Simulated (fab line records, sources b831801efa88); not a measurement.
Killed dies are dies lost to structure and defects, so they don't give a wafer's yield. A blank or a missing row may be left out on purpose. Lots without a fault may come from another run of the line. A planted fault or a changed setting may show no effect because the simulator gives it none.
Problem report in the 8D (eight disciplines) form, filled by code | flow gf180mcu | the parts of the form that need people (team, actions taken, sign-off) are left out

1. THE PROBLEM
VT_IMPLANT_OVL at GF_VT_IMPLANT_OVL_MEAS_07 reads a mean of -96.8 nm on 9 wafers of 3 lots; wafers without a fault read -0.1 nm with a standard deviation of 1.5. That is -64 standard deviations from the usual mean.
First seen on wafer L324.1, day 7 10:35, on overlay-01. The record holds 39 wafers of 13 lots with a number at this step. Rule for "out", or "out of limits": more than 4 standard deviations from the usual mean. The other wafers with a number count as sound.

2. WHAT IT IS AND WHAT IT IS NOT
question                    | is                     | is not
which readings at this step | VT_IMPLANT_OVL         | -
which lots                  | L324, L325, L328       | L317, L318, L319, L320, L321, L330, L332, L334, L337, L338
which wafers of those lots  | all that have a number | -
read on which gauges        | overlay-01             | overlay-02
when                        | from day 7 10:35       | up to then (15 sound wafers); but 15 sound wafers of L330, L332, L334, L337, L338 came after

3. SUSPECTS, AND WHAT RULES EACH OUT
Counting: a tool at a process step up to the reading stays a suspect if it ran every lot that is out and no sound lot after the first of them.
- the gauge at GF_VT_IMPLANT_OVL_MEAS_07: kept. All the wafers that are out were read on overlay-01, and no step on other tools shows them out.
- iline_stepper-02 at GF_VT_IMPLANT_EXPOSE_04 (exposes mask LVPWELL LV AREA, target cd 600 nm): kept. It ran every lot that is out, first L324 (day 7 02:53), and no sound lot after that; its last sound lot up to then is L321 (day 6 07:29).
Left after counting: iline_stepper-02 at GF_VT_IMPLANT_EXPOSE_04, overlay-01 at GF_VT_IMPLANT_OVL_MEAS_07.

4. THE CAUSE (what the simulator had put in)
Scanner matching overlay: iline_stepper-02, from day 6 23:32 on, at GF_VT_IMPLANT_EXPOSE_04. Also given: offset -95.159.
Counting left 2 suspects, and this tool is among them.

5. THE CHAIN OF EFFECTS, in route order
Each row: a reading whose mean over the struck wafers that have a number lies more than 3 standard deviations from the usual. Only readings for which the record gives a usual standard deviation are gone through. hours: the time from each lot's start at the first step in this table that gives one to its start at this step, as a median over the lots. sigmas: the change in usual standard deviations.
hours | step                      | reading        | usual   | on struck wafers | change | sigmas
0     | GF_VT_IMPLANT_OVL_MEAS_07 | VT_IMPLANT_OVL | -0.1 nm | -96.8            | -96.7  | -64
Later measuring or inspecting steps at which every struck wafer that the step has a row for has a number for every such reading, and none has moved that far: GF_SALICIDE_THK_MEAS_05, GF_CONTACT_BOW_MEAS_05.

6. WHAT WOULD HAVE CAUGHT IT SOONER
In this record the first reading out of limits at a measuring or inspecting step was taken at day 7 10:35, 11 hours after the fault began at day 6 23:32.
Of the lots that are out (3), L328 began GF_VT_IMPLANT_EXPOSE_04 on iline_stepper-02 after day 7 10:35. A hold on the tool at that time would have spared it.
